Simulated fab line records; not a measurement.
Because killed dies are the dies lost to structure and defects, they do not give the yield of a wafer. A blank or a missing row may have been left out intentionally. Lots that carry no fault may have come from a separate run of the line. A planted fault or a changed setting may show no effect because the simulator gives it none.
Which tool did it?    flow sky130    Sampling: 12 lots, 36 wafers, 2 of 708 route steps

== WHAT EACH GAUGE READ, for each wafer ==
SKY_CAP2M_OVL_MEAS_12. Usual: CAP2M_OVL gives 0.6 nm (standard deviation 1.5).
lot   measured      on          CAP2M_OVL (nm)  flag
L191  day 41 10:20  overlay-01  -3.8 -1.6 -0.1  
L192  day 41 23:11  overlay-01  3.3 2.2 2.3     
L193  day 42 02:35  overlay-02  1.8 0.7 1.0     
L195  day 42 21:07  overlay-02  -0.3 1.1 1.2    
L196  day 42 23:41  overlay-02  0.4 0.5 2.1     
L198  day 43 10:50  overlay-02  0.4 1.3 -0.3    
L201  day 44 08:23  overlay-01  2.6 0.9 1.1     
L202  day 44 14:23  overlay-01  0.6 1.3 1.9     
L203  day 44 21:11  overlay-02  0.7 1.3 0.9     
L208  day 46 02:28  overlay-02  1.5 3.2 2.8     
L210  day 46 17:53  overlay-02  -1.7 -3.6 -1.4  
L213  day 46 21:17  overlay-01  -0.4 -0.9 -1.4  

== EACH LOT AND THE TOOL THAT RAN IT (in order: tool; ch and the chambers of the sampled wafers; start) ==
lot   SKY_VIA3_ETCH_14
L191  rieDiel-03 ch 1,2,3, day 40 05:31
L192  rieDiel-02 ch 0,2,3, day 40 22:22
L193  rieDiel-03 ch 0,1,3, day 41 01:38
L195  rieDiel-02 ch 0,2, day 41 19:50
L196  rieDiel-01 ch 1,2,3, day 41 23:11
L198  rieDiel-02 ch 0,2,3, day 42 10:34
L201  rieDiel-03 ch 0,3, day 43 07:47
L202  rieDiel-03 ch 0,2,3, day 43 13:59
L203  rieDiel-03 ch 0,1, day 43 21:10
L208  rieDiel-02 ch 1,2, day 45 04:02
L210  rieDiel-03 ch 1,2,3, day 45 20:07
L213  rieDiel-02 ch 0,3, day 45 23:19
- SKY_VIA3_ETCH_14: etches BARC in N2/H2, stops on SiO2, time 45.9 s, target depth 60 nm.

== WHAT THE TOOLS THEMSELVES READ (means of the sampled wafers that have a number; where no wafer has one, the mark that the record gives instead) ==
SKY_VIA3_ETCH_14. Usual: drypumpMotorCurrentA 5.9 A, standard deviation 0.35; oesProductAu 0.854 a.u., standard deviation 0.0047; throttleValvePct 13.224 %, standard deviation 0.0095.
lot   tool        drypumpMotorCurrentA (A)  oesProductAu (a.u.)  throttleValvePct (%)  flag
L191  rieDiel-03  6.0                       0.856                13.224                
L192  rieDiel-02  5.9                       0.856                13.230                
L193  rieDiel-03  5.9                       0.852                13.228                
L195  rieDiel-02  5.7                       0.858                13.222                
L196  rieDiel-01  5.8                       0.854                13.223                
L198  rieDiel-02  5.9                       0.856                13.227                
L201  rieDiel-03  5.8                       0.853                13.214                
L202  rieDiel-03  5.8                       0.858                13.227                
L203  rieDiel-03  5.9                       0.850                13.217                
L208  rieDiel-02  6.5                       0.852                13.221                
L210  rieDiel-03  6.0                       0.856                13.228                
L213  rieDiel-02  5.7                       0.853                13.222                

== THE ANSWER, worked out from the rows above alone ==
Rule: a lot counts as off when the mean over its wafers that have a number is more than 3 standard deviations away from the usual mean. Also off: a lot with no number at a reading for which 4 or more lots have one. The other lots that the step has rows for count as sound. First the gauges in route order, then the tools' own readings, where a lot's mean is used as printed above. The first step at which some lot is off is used, and at that step the reading that is off furthest; a lot without a number counts as furthest.
Across all readings shown, no lot is off: no conclusion can be drawn from this.

== WHAT THE SIMULATOR HAD PUT IN ==
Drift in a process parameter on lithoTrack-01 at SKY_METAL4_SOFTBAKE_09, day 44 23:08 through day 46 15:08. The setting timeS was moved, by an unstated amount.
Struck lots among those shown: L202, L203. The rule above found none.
